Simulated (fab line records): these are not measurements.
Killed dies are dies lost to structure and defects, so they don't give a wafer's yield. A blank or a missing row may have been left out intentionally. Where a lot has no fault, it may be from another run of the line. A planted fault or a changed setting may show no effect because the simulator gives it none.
Lot-split experiment    flow sky130    5 lots, 23 wafers read, on a route of 708 steps

THE SPLIT
At SKY_METAL2_SPUTTER_04 (material TiN, target thk 70 nm, time 58.3 s), the setting time s was moved away from the recipe's 58.3 s on 6 of the 23 wafers read, by -14.0% to +13.2%. This setting was run at the recipe's value on the other wafers.

Reading taken at the split's own step.

THE READING
TiN_of_METAL2_SPUTTER_04.thk nm (the simulator's own value, which no gauge read), in nm, at SKY_METAL2_SPUTTER_04 (material TiN, target thk 70 nm, time 58.3 s). No usual value for it is given in the file. The 17 wafers here that ran the recipe average 70.01 nm, standard deviation 0.62 nm.

wafer   tool, chamber at the split  time s as run, s  against the recipe  TiN_of_METAL2_SPUTTER_04.thk nm, nm  against lot-mates on the recipe
L074.1  pvd sputter-01, -           58.3              recipe              69.45                                -
L074.2  pvd sputter-01, -           58.3              recipe              69.8                                 -
L074.3  pvd sputter-01, -           58.3              recipe              70.59                                -
L074.4  pvd sputter-01, -           58.3              recipe              69.95                                -
L074.6  pvd sputter-01, -           58.3              recipe              70.93                                -
L076.2  pvd sputter-03, -           58.3              recipe              69.06                                -
L076.3  pvd sputter-03, -           58.3              recipe              69.68                                -
L076.4  pvd sputter-03, -           66.02             +13.2%              79.01                                +9.84
L076.5  pvd sputter-03, -           58.3              recipe              68.77                                -
L076.6  pvd sputter-03, -           66.02             +13.2%              78.87                                +9.70
L078.1  pvd sputter-01, -           58.3              recipe              70.03                                -
L078.2  pvd sputter-01, -           58.3              recipe              69.75                                -
L078.3  pvd sputter-01, -           58.3              recipe              70.95                                -
L078.4  pvd sputter-01, -           50.14             -14.0%              59.55                                -10.69
L078.6  pvd sputter-01, -           50.14             -14.0%              60.69                                -9.55
L080.2  pvd sputter-02, -           58.3              recipe              69.34                                -
L080.4  pvd sputter-02, -           58.3              recipe              70.23                                -
L080.6  pvd sputter-02, -           58.3              recipe              69.97                                -
L084.1  pvd sputter-01, -           58.3              recipe              70.47                                -
L084.2  pvd sputter-01, -           63.28             +8.5%               77.64                                +7.10
L084.3  pvd sputter-01, -           58.3              recipe              70.88                                -
L084.4  pvd sputter-01, -           63.28             +8.5%               76.61                                +6.07
L084.6  pvd sputter-01, -           58.3              recipe              70.27                                -

THE FIT
A straight line over all 23 wafers: TiN_of_METAL2_SPUTTER_04.thk nm changes by +0.714 nm for each +1% of time s; r = +0.99; the points scatter about the line by 0.7 nm.
The same after taking each lot's own level away (the mean of its wafers on the recipe; 23 wafers): +0.736 nm for each +1%; r = +1.00; scatter 0.47 nm.
According to that fit, moving time s by its largest amount changes the reading by 10 nm.
The lots' own levels span 69.170 to 70.540 nm, that is 2.2 times the standard deviation above.
Consequently the slope shifts little with the lot-to-lot level, the two slopes agreeing.
Check: with one of the wafers moved furthest among these (-14.0%) left out of the fit, the line predicts -10.1 nm for it against its lot-mates. It came out at -10.7 nm against them.

THESE WAFERS: OTHER SPLITS
Note: prior to the reading, these wafers also went through further splits. Each is held against what the fit with the lots' levels taken away leaves over:
other split on the same wafers    wafers away from the commonest value  r with TiN_of_METAL2_SPUTTER_04.thk nm (lot level and that fit taken away)
SKY_METAL1_SPUTTER_02 time s      8                                     +0.17
SKY_METAL1_DEVELOP_14 dev temp c  9                                     +0.21
SKY_VIA1_COAT_07 spin rpm         7                                     -0.07
SKY_VIA1_ETCH_15 bias w           10                                    +0.21
SKY_VIA1_CVD_21 pressure torr     10                                    -0.02

FILE'S OWN FIT
TiN_of_METAL2_SPUTTER_04.thk nm changes by +0.737 nm for each +1% of time s, r = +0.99.
